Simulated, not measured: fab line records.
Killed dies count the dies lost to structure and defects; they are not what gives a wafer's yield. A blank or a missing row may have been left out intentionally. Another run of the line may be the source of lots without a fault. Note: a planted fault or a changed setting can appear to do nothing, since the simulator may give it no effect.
A struck lot beside a sound one / flow gf180mcu / 15 steps out of a route of 602
Sound: the wafers L156.2, L156.5, L156.6. Struck: wafers L147.2, L147.3, L147.5. The cause comes at the end.
Each step with rows lists, per side, the tool, then ch with its chambers, then its first start. Under that, the readings that differ: sound wafers / struck wafers / difference of the means / sigmas: that difference in standard deviations of wafers without a fault.
alike: a reading whose means differ by less than 2 such deviations, as well as words and numbers matching on both sides. not compared: withheld readings; readings where some wafer has no value; bounds like >300 that might hide an equal value; numbers whose values overlap and for which the record gives no deviation.
A row with sigmas, a row that says differs or no value, or rows on one side alone: a step with any of these is where the two part. When numbers do not overlap yet have no deviation, they are printed without sigmas and do not part them. A reading missing from all wafers of one side parts the sides only when that side holds two or more wafers.

first, 4 steps without rows for these wafers: GF_VT_IMPLANT_SOFTBAKE_14 (time 60 s); GF_VT_IMPLANT_EXPOSE_15 (exposes mask Nwell LV AREA, target cd 860 nm); GF_VT_IMPLANT_PEB_16; GF_VT_IMPLANT_DEVELOP_17 (develop time 60 s).
GF_VT_IMPLANT_OVL_MEAS_18:
  struck on overlay-02, day 7 12:53; sound on overlay-01, day 9 09:51
  alike: VT_IMPLANT_01_OVL
after that, 1 step had no rows for these wafers: GF_VT_IMPLANT_IMPLANT_19.
GF_VT_IMPLANT_STRIP_20: strips in O2/N2.
  sound on plasma asher-01 ch 0,1, day 9 10:02; struck on plasma asher-02 ch 0,1, day 7 13:04
  alike: drypump motor current A, heater power w, oes product au, strip time to endpoint s
  not compared: rf hours counter h
GF_VT_IMPLANT_TW_MEAS_21:
  struck on film metro-01, day 7 13:11; sound on film metro-01, day 9 10:08
  alike: VT_IMPLANT_2_TW
then, 4 steps without rows for these wafers: GF_VT_IMPLANT_DEHYDRATE_22 (time 60 s); GF_VT_IMPLANT_HMDS_23 (prime time 60 s); GF_VT_IMPLANT_COAT_24 (resist thk 1000 nm); GF_VT_IMPLANT_SOFTBAKE_25 (time 60 s).
GF_VT_IMPLANT_EXPOSE_26: exposes mask LVPWELL HV AREA, target cd 860 nm.
  sound on iline stepper-02 ch 0, day 9 19:07; struck on iline stepper-01 ch 0, day 7 21:15
reading=exposure dose mJ cm2; sound=140.04 140.23 140.10; struck=128.30 128.57 128.48; difference=-11.67; sigmas=-78
  alike: mask
after that, 1 step had no rows for these wafers: GF_VT_IMPLANT_PEB_27.
GF_PASSIVATION_PROBE_99:
  sound wafers here have rows in the record (prober-02, day 32 18:15); struck ones have none

WHERE THEY PART
At GF_VT_IMPLANT_EXPOSE_26 first; at GF_PASSIVATION_PROBE_99 last (within this record only).

WHY: the cause the simulator had injected
Process parameter drift: iline stepper-01, from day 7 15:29 on, at GF_VT_IMPLANT_EXPOSE_26. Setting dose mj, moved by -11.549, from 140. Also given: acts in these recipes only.
